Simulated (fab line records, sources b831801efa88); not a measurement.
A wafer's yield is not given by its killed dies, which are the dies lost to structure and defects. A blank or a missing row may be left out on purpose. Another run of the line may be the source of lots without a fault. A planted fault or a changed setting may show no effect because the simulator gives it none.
fab line records    flow sky130
record: lots: 5  wafers: 15  last_day: 50
route steps=708 shown PWDE@48 NWELL@56 PAD_OPEN@708
lots that met no fault: taken from a fault-free run of the same line
start_h: the number of hours between the record's first day and the start of the first shown wafer of the lot    wait_h: hours since the lot's step before    " repeats the value in the row above    L1.1+2: several wafers, shown together as one row    - no value present, or no start provided    * or withheld: withheld    < > ~ a bound
route shown NAME@n: a module of which the file shows steps, and the number in the route of the first    usual: average and standard deviation across the fault-free wafers    same: alike in all rows    chamber/n: place in a boat    sites: the reading at each site    _std_site: their standard deviation    _edge_site: inner sites' mean taken away from outer sites' mean    radius_mm: for every site, how far away it sits from the centre of the wafer    mask NAME#n: copy n    behind: the tool/chamber that last shaped the wafer    hold: what put the lot on hold/how long, in hours/how the hold closed    device: whichever transistor did not switch (one of n, p or np)    end of line: the same wafers' tests at the end of the route    a step given without rows: its recipe and nothing more    killed: count of dies lost to structure and defects at first sort (not the wafer's yield)    map: per-die view of a wafer (x killed, . not killed, _ where there is no die)
set.NAME: the setting that was run; set.NAME@STEP: the one run at that earlier step    model.NAME: the simulator's own value behind a step, which no gauge read
a table for each step, a row for each wafer; lots at some steps of the route
services: the hour from which a tool's chamber was out of use, counted from the record's first day as start_h (under 0 if before that day), plus the number of hours and why
== steps ==
step: SKY_PWDE_SOFTBAKE_03
recipe: temp_c: 110  time_s: withheld
step: SKY_PWDE_EXPOSE_04
recipe: mask_id: PWDEM  na: 0.6  source_shape: conventional  sigma_outer: 0.6  polarization: unpolarized  target_cd_nm: 840  dose_mj: 214
step: SKY_PWDE_PEB_05
recipe: temp_c: 115  time_s: withheld
step: SKY_PWDE_DEVELOP_06
recipe: wall_angle_deg: 90  developer: TMAH  develop_time_s: 60  dev_temp_c: 23
step: SKY_PWDE_OVL_MEAS_07
usual: PWDE_OVL: -0.2/1.4
lot.wafer  tool        chamber  start_h  wait_h  PWDE_OVL[nm]
L935.4     overlay-01  -        108.87   -       0.4
L935.5     "           -        "        "       0.7
L935.6     "           -        "        "       0.2
L938.2     overlay-01  -        125.15   -       -1.2
L938.3     "           -        "        "       0.4
L938.4     "           -        "        "       -0.5
L940.1     overlay-01  -        133.84   -       -0.4
L940.3     "           -        "        "       0.6
L940.4     "           -        "        "       -0.1
L948.3     overlay-01  -        185.47   -       0.2
L948.5     "           -        "        "       -0.7
L948.6     "           -        "        "       1.2
L949.2     overlay-01  -        189.49   -       0.0
L949.3     "           -        "        "       1.6
L949.5     "           -        "        "       -0.2
step: SKY_PWDE_IMPLANT_08
recipe: species: B  energy_kev: 150  dose_cm2: 3.6e+12  tilt_deg: withheld
step: SKY_PWDE_STRIP_09
recipe: chemistry: O2/N2  power_w: 1400  pressure_mtorr: 1500  platen_temp_c: withheld  o2_flow_sccm: 3000  n2_flow_sccm: 300  overash_fraction: 0.5
usual: drypump_motor_current_A: 5.8/0.51  oes_product_au: 0.722/0.0048  strip_time_to_endpoint_s: 36.86/0.11
lot.wafer  tool             chamber  start_h  wait_h  drypump_motor_current_A  oes_product_au  rf_hours_counter_h  strip_time_to_endpoint_s
L935.4     plasma_asher-04  1        109.07   0.1     6.3                      0.715           -                   36.98
L935.5     "                0        "        "       6.2                      0.723           -                   36.97
L935.6     "                1        "        "       6.3                      0.729           -                   37.10
L938.2     plasma_asher-04  0        125.33   0.1     6.2                      0.711           43                  37.02
L938.3     "                1        "        "       6.3                      0.718           -                   37.10
L938.4     "                0        "        "       6.2                      0.722           -                   37.11
L940.1     plasma_asher-03  1        134.02   0.1     6.7                      0.724           44                  36.79
L940.3     "                0        "        "       5.7                      0.726           -                   36.83
L940.4     "                1        "        "       6.7                      0.712           -                   36.74
L948.3     plasma_asher-03  0        185.67   0.1     5.7                      0.719           -                   36.89
L948.5     "                1        "        "       6.7                      0.724           -                   36.85
L948.6     "                0        "        "       5.7                      0.723           -                   36.87
L949.2     plasma_asher-01  1        189.67   0.1     5.4                      0.725           39                  36.82
L949.3     "                1        "        "       5.4                      0.720           -                   36.89
L949.5     "                0        "        "       5.3                      0.714           -                   36.88
step: SKY_PWDE_TW_MEAS_10
usual: PWDE_TW: 371.7/2.8
lot.wafer  tool           chamber  start_h  wait_h  PWDE_TW
L935.4     film_metro-03  -        109.17   0.1     366.4
L935.5     "              -        "        "       368.3
L935.6     "              -        "        "       367.9
L938.2     film_metro-02  -        125.44   0.1     372.8
L938.3     "              -        "        "       371.6
L938.4     "              -        "        "       372.7
L940.1     film_metro-03  -        134.12   0.1     368.6
L940.3     "              -        "        "       370.8
L940.4     "              -        "        "       367.7
L948.3     film_metro-03  -        185.76   0.1     367.6
L948.5     "              -        "        "       365.9
L948.6     "              -        "        "       365.7
L949.2     film_metro-02  -        189.78   0.1     374.7
L949.3     "              -        "        "       373.5
L949.5     "              -        "        "       375.3
step: SKY_NWELL_DEHYDRATE_03
recipe: temp_c: 200  time_s: 60
step: SKY_NWELL_HMDS_04
recipe: prime_time_s: 60  prime_temp_c: 120
step: SKY_NWELL_COAT_05
recipe: spin_rpm: 2000  resist_thk_nm: 3000
step: SKY_NWELL_SOFTBAKE_06
recipe: temp_c: 110  time_s: withheld
step: SKY_NWELL_EXPOSE_07
recipe: mask_id: NWM  na: 0.6  source_shape: conventional  sigma_outer: 0.6  polarization: unpolarized  target_cd_nm: 840  dose_mj: 255
lot.wafer   tool              chamber  start_h  wait_h  mask
L935.4+5+6  iline_stepper-02  0        118.12   -       NWM#0
L938.2+3+4  iline_stepper-02  0        135.61   -       NWM_COMPLEMENT#0
L940.1+3+4  iline_stepper-02  0        143.69   -       NWM#0
L948.3+5+6  iline_stepper-02  0        196.50   -       NWM#0
L949.2+3+5  iline_stepper-01  0        200.57   -       NWM#0
step: SKY_NWELL_PEB_08
recipe: temp_c: 115  time_s: withheld
step: SKY_NWELL_DEVELOP_09
recipe: wall_angle_deg: 90  developer: TMAH  develop_time_s: 60  dev_temp_c: 23
step: SKY_NWELL_OVL_MEAS_10
usual: NWELL_00_OVL: -0.6/1.2
lot.wafer  tool        chamber  start_h  wait_h  NWELL_00_OVL[nm]
L935.4     overlay-02  -        126.66   -       -0.7
L935.5     "           -        "        "       -0.5
L935.6     "           -        "        "       -0.8
L938.2     overlay-01  -        144.66   -       -
L938.3     "           -        "        "       -
L938.4     "           -        "        "       -
L940.1     overlay-01  -        153.70   -       0.2
L940.3     "           -        "        "       -1.3
L940.4     "           -        "        "       -0.8
L948.3     overlay-02  -        207.25   -       -1.3
L948.5     "           -        "        "       -1.2
L948.6     "           -        "        "       -2.0
L949.2     overlay-02  -        211.19   -       1.3
L949.3     "           -        "        "       1.2
L949.5     "           -        "        "       -0.4
step: SKY_NWELL_IMPLANT_11
recipe: species: P  energy_kev: 394.5  dose_cm2: 1.9e+13  tilt_deg: withheld
step: SKY_NWELL_IMPLANT_12
recipe: species: P  energy_kev: 120  dose_cm2: 1.3e+12  tilt_deg: withheld
step: SKY_NWELL_IMPLANT_13
recipe: species: P  energy_kev: 50  dose_cm2: 7e+11  tilt_deg: withheld
step: SKY_NWELL_STRIP_14
recipe: chemistry: O2/N2  power_w: 1400  pressure_mtorr: 1500  platen_temp_c: withheld  o2_flow_sccm: 3000  n2_flow_sccm: 300  overash_fraction: 0.5
usual: drypump_motor_current_A: 5.7/0.37  oes_product_au: 0.723/0.0043  strip_time_to_endpoint_s: 36.90/0.11
lot.wafer  tool             chamber  start_h  wait_h  drypump_motor_current_A  oes_product_au  rf_hours_counter_h  strip_time_to_endpoint_s
L935.4     plasma_asher-01  0        127.16   0.1     5.2                      0.732           -                   36.81
L935.5     "                1        "        "       5.4                      0.718           -                   36.90
L935.6     "                0        "        "       5.3                      0.715           -                   36.91
L938.2     plasma_asher-01  1        145.14   0.1     5.5                      0.722           34                  36.81
L938.3     "                0        "        "       5.3                      0.721           -                   36.92
L938.4     "                1        "        "       5.4                      0.719           -                   36.87
L940.1     plasma_asher-02  1        154.19   0.1     5.6                      0.724           4                   36.76
L940.3     "                1        "        "       5.6                      0.720           -                   36.80
L940.4     "                0        "        "       5.6                      0.723           -                   36.78
L948.3     plasma_asher-02  0        207.75   0.1     5.6                      0.727           -                   37.09
L948.5     "                0        "        "       5.6                      0.718           -                   36.95
L948.6     "                1        "        "       5.6                      0.728           -                   37.04
L949.2     plasma_asher-04  0        211.67   0.1     6.2                      0.724           52                  37.13
L949.3     "                1        "        "       6.3                      0.722           -                   36.96
L949.5     "                1        "        "       6.3                      0.725           -                   36.99
step: SKY_NWELL_TW_MEAS_15
usual: NWELL_TW: 1804/14
lot.wafer  tool           chamber  start_h  wait_h  NWELL_TW
L935.4     film_metro-02  -        127.26   0.1     1813
L935.5     "              -        "        "       1817
L935.6     "              -        "        "       1805
L938.2     film_metro-01  -        145.25   0.1     30
L938.3     "              -        "        "       30
L938.4     "              -        "        "       30
L940.1     film_metro-03  -        154.29   0.1     1806
L940.3     "              -        "        "       1804
L940.4     "              -        "        "       1812
L948.3     film_metro-03  -        207.84   0.1     1781
L948.5     "              -        "        "       1792
L948.6     "              -        "        "       1787
L949.2     film_metro-02  -        211.78   0.1     1810
L949.3     "              -        "        "       1818
L949.5     "              -        "        "       1826
step: SKY_NWELL_DEHYDRATE_16
recipe: temp_c: 200  time_s: 60
step: SKY_NWELL_HMDS_17
recipe: prime_time_s: 60  prime_temp_c: 120
step: SKY_NWELL_COAT_18
recipe: spin_rpm: 2000  resist_thk_nm: 3000
step: SKY_NWELL_SOFTBAKE_19
recipe: temp_c: 110  time_s: withheld
step: SKY_NWELL_EXPOSE_20
recipe: mask_id: NWM_COMPLEMENT  na: 0.6  source_shape: conventional  sigma_outer: 0.6  polarization: unpolarized  target_cd_nm: 840  dose_mj: 260
step: SKY_NWELL_PEB_21
recipe: temp_c: 115  time_s: withheld
step: SKY_NWELL_DEVELOP_22
recipe: wall_angle_deg: 90  developer: TMAH  develop_time_s: 60  dev_temp_c: 23
step: SKY_NWELL_OVL_MEAS_23
usual: NWELL_01_OVL: -1.0/1.3
lot.wafer  tool        chamber  start_h  wait_h  NWELL_01_OVL[nm]
L935.4     overlay-01  -        146.72   -       0.0
L935.5     "           -        "        "       0.8
L935.6     "           -        "        "       -0.9
L938.2     overlay-02  -        164.71   -       1.0
L938.3     "           -        "        "       -0.1
L938.4     "           -        "        "       -0.5
L940.1     overlay-02  -        174.58   -       -1.5
L940.3     "           -        "        "       0.6
L940.4     "           -        "        "       -1.8
L948.3     overlay-01  -        230.00   -       0.5
L948.5     "           -        "        "       -0.3
L948.6     "           -        "        "       1.3
L949.2     overlay-02  -        234.29   -       -1.1
L949.3     "           -        "        "       -0.7
L949.5     "           -        "        "       -1.3
step: SKY_NWELL_IMPLANT_24
recipe: species: B  energy_kev: 140  dose_cm2: 9.2e+12  tilt_deg: withheld
step: SKY_NWELL_STRIP_25
recipe: chemistry: O2/N2  power_w: 1400  pressure_mtorr: 1500  platen_temp_c: withheld  o2_flow_sccm: 3000  n2_flow_sccm: 300  overash_fraction: 0.5
usual: drypump_motor_current_A: 5.7/0.41  oes_product_au: 0.722/0.0041  strip_time_to_endpoint_s: 36.93/0.096
lot.wafer  tool             chamber  start_h  wait_h  drypump_motor_current_A  oes_product_au  rf_hours_counter_h  strip_time_to_endpoint_s
L935.4     plasma_asher-02  0        146.92   0.1     5.6                      0.729           -                   36.91
L935.5     "                1        "        "       5.7                      0.724           -                   36.95
L935.6     "                0        "        "       5.6                      0.724           -                   37.04
L938.2     plasma_asher-02  0        164.89   0.1     5.6                      0.723           5                   36.76
L938.3     "                0        "        "       5.6                      0.722           -                   36.82
L938.4     "                1        "        "       5.6                      0.723           -                   36.73
L940.1     plasma_asher-02  0        174.77   0.1     5.6                      0.726           6                   36.91
L940.3     "                0        "        "       5.6                      0.722           -                   36.87
L940.4     "                1        "        "       5.6                      0.721           -                   36.93
L948.3     plasma_asher-01  1        230.21   0.1     5.4                      0.725           -                   37.00
L948.5     "                0        "        "       5.3                      0.720           -                   36.94
L948.6     "                1        "        "       5.5                      0.721           -                   36.88
L949.2     plasma_asher-04  0        234.47   0.1     6.2                      0.731           53                  37.09
L949.3     "                0        "        "       6.2                      0.722           -                   37.05
L949.5     "                0        "        "       6.2                      0.724           -                   37.04
step: SKY_NWELL_TW_MEAS_26
usual: NWELL_2_TW: 493/4.1
lot.wafer  tool           chamber  start_h  wait_h  NWELL_2_TW
L935.4     film_metro-01  -        147.02   0.1     494
L935.5     "              -        "        "       494
L935.6     "              -        "        "       494
L938.2     film_metro-03  -        165.00   0.1     1807
L938.3     "              -        "        "       1800
L938.4     "              -        "        "       1818
L940.1     film_metro-01  -        174.87   0.1     497
L940.3     "              -        "        "       498
L940.4     "              -        "        "       496
L948.3     film_metro-03  -        230.30   0.1     488
L948.5     "              -        "        "       486
L948.6     "              -        "        "       487
L949.2     film_metro-03  -        234.58   0.1     486
L949.3     "              -        "        "       486
L949.5     "              -        "        "       486
step: SKY_NWELL_CLEAN_27
recipe: chemistry: SC1/SC2  mix: 1:4:20  temp_c: 70  time_s: 150  dry: n2_spin
step: SKY_PAD_OPEN_PROBE_99
usual: killed_at_M0_to_M3: 42/7  killed_at_M4_up: 3.2/1.6  killed_at_contacts: 24/5.8  killed_at_front_end: 16/4.3  killed_at_other: 0.3/0.62  killed_dies: 86/9.5  killed_on_rim: 17/3.7  killed_open: 46/6.4  killed_short: 39/6.3
same: gross_dies: 492  killed_at_back_side: 0
lot.wafer  tool       chamber  start_h  wait_h  killed_at_M0_to_M3  killed_at_M4_up  killed_at_contacts  killed_at_front_end  killed_at_other  killed_dies  killed_on_rim  killed_open  killed_short
L935.4     prober-01  -        1121.85  0.2     30                  5                26                  17                   0                78           15             41           37
L935.5     prober-01  -        1121.90  0.2     38                  1                23                  11                   0                73           19             38           35
L935.6     prober-01  -        1121.95  0.2     41                  4                22                  21                   0                88           19             42           46
L938.2     prober-02  -        1140.21  0.1     46                  5                20                  420                  1                492          96             36           42
L938.3     prober-02  -        1140.26  0.2     39                  2                13                  437                  1                492          96             37           38
L938.4     prober-02  -        1140.31  0.2     34                  1                25                  432                  0                492          96             42           33
L940.1     prober-02  -        1147.97  0.1     40                  4                30                  20                   0                94           17             51           43
L940.3     prober-02  -        1148.07  0.2     49                  1                27                  16                   0                93           20             53           39
L940.4     prober-02  -        1148.12  0.2     30                  7                23                  18                   0                78           19             45           33
killed by level:class
L935.4 VIA2:geometric_particle:open=9 LI_CONTACT:geometric_particle:open=7 CONTACT:geometric_particle:open=6 POLY_GATE:geometric_particle:short=5 LOCAL_INTERCONNECT:geometric_particle:short=5 FIELD_ISO:geometric_particle:open=4 POLY_GATE:geometric_particle:open=4 CONTACT:geometric_particle:short=4
L935.5 VIA3:geometric_particle:open=9 CONTACT:geometric_particle:open=7 FIELD_ISO:geometric_particle:short=6 LOCAL_INTERCONNECT:geometric_particle:short=5 CONTACT:geometric_particle:short=5 VIA2:geometric_particle:open=5 VIA1:geometric_particle:open=5 LI_CONTACT:geometric_particle:open=4
L935.6 LI_CONTACT:geometric_particle:open=10 FIELD_ISO:geometric_particle:short=8 METAL1:geometric_particle:short=7 VIA2:geometric_particle:open=6 METAL2:geometric_particle:short=5 VIA1:geometric_particle:open=5 VIA3:geometric_particle:open=5 POLY_GATE:geometric_particle:short=4
L938.2 NWELL:area_expose=414 METAL1:geometric_particle:short=11 LOCAL_INTERCONNECT:geometric_particle:short=7 VIA1:geometric_particle:open=7 VIA2:geometric_particle:open=6 METAL3:geometric_particle:short=5 CONTACT:geometric_particle:open=5 METAL2:geometric_particle:short=5
L938.3 NWELL:area_expose=417 METAL1:geometric_particle:short=8 VIA1:geometric_particle:short=8 FIELD_ISO:geometric_particle:open=7 VIA1:geometric_particle:open=6 VIA2:geometric_particle:open=6 POLY_GATE:geometric_particle:short=4 POLY_GATE:geometric_particle:open=4
L938.4 NWELL:area_expose=417 CONTACT:geometric_particle:open=8 VIA1:geometric_particle:open=7 METAL2:geometric_particle:short=6 POLY_GATE:geometric_particle:open=5 LI_CONTACT:geometric_particle:open=5 LOCAL_INTERCONNECT:geometric_particle:short=5 POLY_GATE:geometric_particle:short=4
L940.1 VIA1:geometric_particle:open=13 CONTACT:geometric_particle:open=11 LI_CONTACT:geometric_particle:open=8 POLY_GATE:geometric_particle:short=7 VIA2:geometric_particle:open=7 VIA1:geometric_particle:short=6 LOCAL_INTERCONNECT:geometric_particle:short=5 CONTACT:geometric_particle:short=5
L940.3 VIA1:geometric_particle:open=12 CONTACT:geometric_particle:short=11 VIA3:geometric_particle:open=11 VIA2:geometric_particle:open=7 CONTACT:geometric_particle:open=7 METAL1:geometric_particle:short=5 VIA1:geometric_particle:short=5 FIELD_ISO:geometric_particle:open=4
L940.4 CONTACT:geometric_particle:open=10 LI_CONTACT:geometric_particle:open=7 VIA1:geometric_particle:open=6 VIA2:geometric_particle:open=6 POLY_GATE:geometric_particle:open=5 METAL1:geometric_particle:short=5 VIA1:geometric_particle:short=4 METAL4:geometric_particle:short=4
map L938.2 (x killed, . not)
__________xxxxxxxxxx_________
________xxxxxxxxxxxxxx_______
______xxxxxxxxxxxxxxxxxx_____
_____xxxxxxxxxxxxxxxxxxxx____
____xxxxxxxxxxxxxxxxxxxxxx___
___xxxxxxxxxxxxxxxxxxxxxxxx__
__xxxxxxxxxxxxxxxxxxxxxxxxxx_
_xxxxxxxxxxxxxxxxxxxxxxxxxxxx
_xxxxxxxxxxxxxxxxxxxxxxxxxxxx
_xxxxxxxxxxxxxxxxxxxxxxxxxxxx
_xxxxxxxxxxxxxxxxxxxxxxxxxxxx
_xxxxxxxxxxxxxxxxxxxxxxxxxxxx
_xxxxxxxxxxxxxxxxxxxxxxxxxxxx
_xxxxxxxxxxxxxxxxxxxxxxxxxxxx
_xxxxxxxxxxxxxxxxxxxxxxxxxxxx
__xxxxxxxxxxxxxxxxxxxxxxxxxx_
___xxxxxxxxxxxxxxxxxxxxxxxx__
____xxxxxxxxxxxxxxxxxxxxxx___
_____xxxxxxxxxxxxxxxxxxxx____
______xxxxxxxxxxxxxxxxxx_____
________xxxxxxxxxxxxxx_______
__________xxxxxxxxxx_________
map L940.1 (x killed, . not)
__________.......xx._________
________....x.x......._______
______.................x_____
_____.xx........xx...x...____
____x.x..x.....x.......x..___
___..x.x.....x.x......x..xx__
__..x..........x............_
_.x.x......x.......x....x.x.x
_......xx.x...x...xx........x
_.....xxx.....x.....x......x.
_.x.......x......x.....x.....
_..x...x..x.....x............
_.x.......x.......x..xx....xx
_.....x.x.....x....x.........
_..x.....x......xx..x.xx.....
__......x.....x.........x.x._
___......x......x....x.....__
____....x..x..x.xx...xx...___
_____........x.......x...____
______....x...........x._____
________x...x...x....._______
__________x......x.x_________
== services ==
tool              chamber  start_h  hours  kind
plasma_asher-01   -        95.17    1.8    repair
plasma_asher-02   -        108.75   9.0    pm
plasma_asher-02   0        108.75   9.0    vent_cycle
plasma_asher-02   1        108.75   9.0    vent_cycle
plasma_asher-01   -        108.78   1.1    repair
iline_stepper-02  0        116.84   -      calibration
plasma_asher-02   -        117.02   0.3    repair
plasma_asher-02   0        117.75   -      clean
plasma_asher-02   1        117.75   -      clean
plasma_asher-03   -        136.37   2.6    repair
iline_stepper-02  -        138.06   2.1    pm
iline_stepper-02  -        140.14   -      consumable_replace:lamp
plasma_asher-01   -        197.43   0.6    repair
iline_stepper-01  -        198.61   1.7    pm
iline_stepper-01  -        217.94   3.1    repair
plasma_asher-04   -        221.81   3.4    repair
== key ==
first_sign: step: SKY_NWELL_EXPOSE_07  reading: mask  direction: changed
effect: step: SKY_NWELL_OVL_MEAS_10  reading: NWELL_00_OVL  direction: missing
effect: step: SKY_NWELL_TW_MEAS_15  reading: NWELL_TW  direction: down  sigmas: 99+  usual: 1804  struck: 30
effect: step: SKY_NWELL_TW_MEAS_26  reading: NWELL_2_TW  direction: up  sigmas: 99+  usual: 493  struck: 1808
effect: step: SKY_PAD_OPEN_PROBE_99  reading: killed_at_front_end  direction: up  sigmas: 96  usual: 16  struck: 430
more_kills_born_at: SKY_NWELL_EXPOSE_07@iline_stepper-02: 1248
met_at SKY_NWELL_EXPOSE_07
struck_wafers L938.2,L938.3,L938.4
tester_left_out L938
onset_between 118.12 135.61
fault: kind: wrong_mask  tool: any  chamber: -  onset_h: 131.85  steps: SKY_NWELL_EXPOSE_07  aux_copy: NWM_COMPLEMENT#0  scope: struck_lots_only
tester_left_out: of these lots the tester's yield and bins aren't shown, on N5 and GAA mostly nor the transistor test; their killed dies are dies lost to structure and defects alone, not to doping, threshold or leakage, so they don't give the yield
